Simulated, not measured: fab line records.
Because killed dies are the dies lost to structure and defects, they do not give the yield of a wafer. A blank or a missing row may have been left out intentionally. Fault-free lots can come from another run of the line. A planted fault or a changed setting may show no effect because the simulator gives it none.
What tool caused it? || flow sfq_line || 42 wafers sampled from 14 lots at 1 step of a route of 325

== WHAT THE GAUGES READ, wafer by wafer ==
SFQ_M5_OVL_MEAS_932.
{"lot": "L410", "measured": "day 59 12:02", "on": "overlay-01", "M5_OVL (nm)": "6 1 9"}
{"lot": "L411", "measured": "day 59 18:59", "on": "overlay-01", "M5_OVL (nm)": "3 -1 -1"}
{"lot": "L412", "measured": "day 59 20:12", "on": "overlay-01", "M5_OVL (nm)": "-1 -4 0"}
{"lot": "L413", "measured": "day 60 01:00", "on": "overlay-01", "M5_OVL (nm)": "9 5 2"}
{"lot": "L415", "measured": "day 65 02:19", "on": "overlay-01", "M5_OVL (nm)": "14 3 1"}
{"lot": "L416", "measured": "day 65 05:55", "on": "overlay-01", "M5_OVL (nm)": "6 2 8"}
{"lot": "L417", "measured": "day 65 10:43", "on": "overlay-01", "M5_OVL (nm)": "6 8 10"}
{"lot": "L419", "measured": "day 65 17:56", "on": "overlay-02", "M5_OVL (nm)": "9 13 -3"}
{"lot": "L421", "measured": "day 66 01:08", "on": "overlay-02", "M5_OVL (nm)": "-4 -2 -2"}
{"lot": "L423", "measured": "day 66 07:07", "on": "overlay-02", "M5_OVL (nm)": "3 -1 -8"}
{"lot": "L429", "measured": "day 69 21:39", "on": "overlay-02", "M5_OVL (nm)": "7 1 6"}
{"lot": "L430", "measured": "day 70 09:38", "on": "overlay-01", "M5_OVL (nm)": "6 -4 -1"}
{"lot": "L431", "measured": "day 70 21:39", "on": "overlay-02", "M5_OVL (nm)": "1 -1 9"}
{"lot": "L432", "measured": "day 70 22:58", "on": "overlay-02", "M5_OVL (nm)": "5 3 4"}

== EACH LOT AND THE TOOL THAT RAN IT (in order: tool; ch and the chambers of the sampled wafers; start) ==
Record: no process step prior to these readings.

== AS READ BY THE TOOLS THEMSELVES (means over the sampled wafers that have a number; for cases with no such wafer, the mark the record gives instead) ==
The record holds no such reading with a usual standard deviation.

== THE ANSWER, worked out from the rows above alone ==
Rule: usual is defined by the lots themselves. Put in order of their means at a reading, lots are off if they are a third of the lots or fewer, leave a main group of 4 or more, and stand apart from it by a gap of 3 or more times the standard deviation of the main group's means; of several such gaps the widest counts. Not used: any main group whose means are identical at the precision the tables above print for the reading. A lot without any number at a reading at which 4 lots or more have one is off too. The other lots that the step has rows for count as sound. Order of review: gauges by route order, followed by the tools' own readings, for which a lot's mean as printed above is used. At the first step where some lot is off, the reading lying furthest off is the one used; lots without a number count as furthest.
None of the lots is off at any reading shown; this tells nothing.

== WHAT THE SIMULATOR HAD PUT IN ==
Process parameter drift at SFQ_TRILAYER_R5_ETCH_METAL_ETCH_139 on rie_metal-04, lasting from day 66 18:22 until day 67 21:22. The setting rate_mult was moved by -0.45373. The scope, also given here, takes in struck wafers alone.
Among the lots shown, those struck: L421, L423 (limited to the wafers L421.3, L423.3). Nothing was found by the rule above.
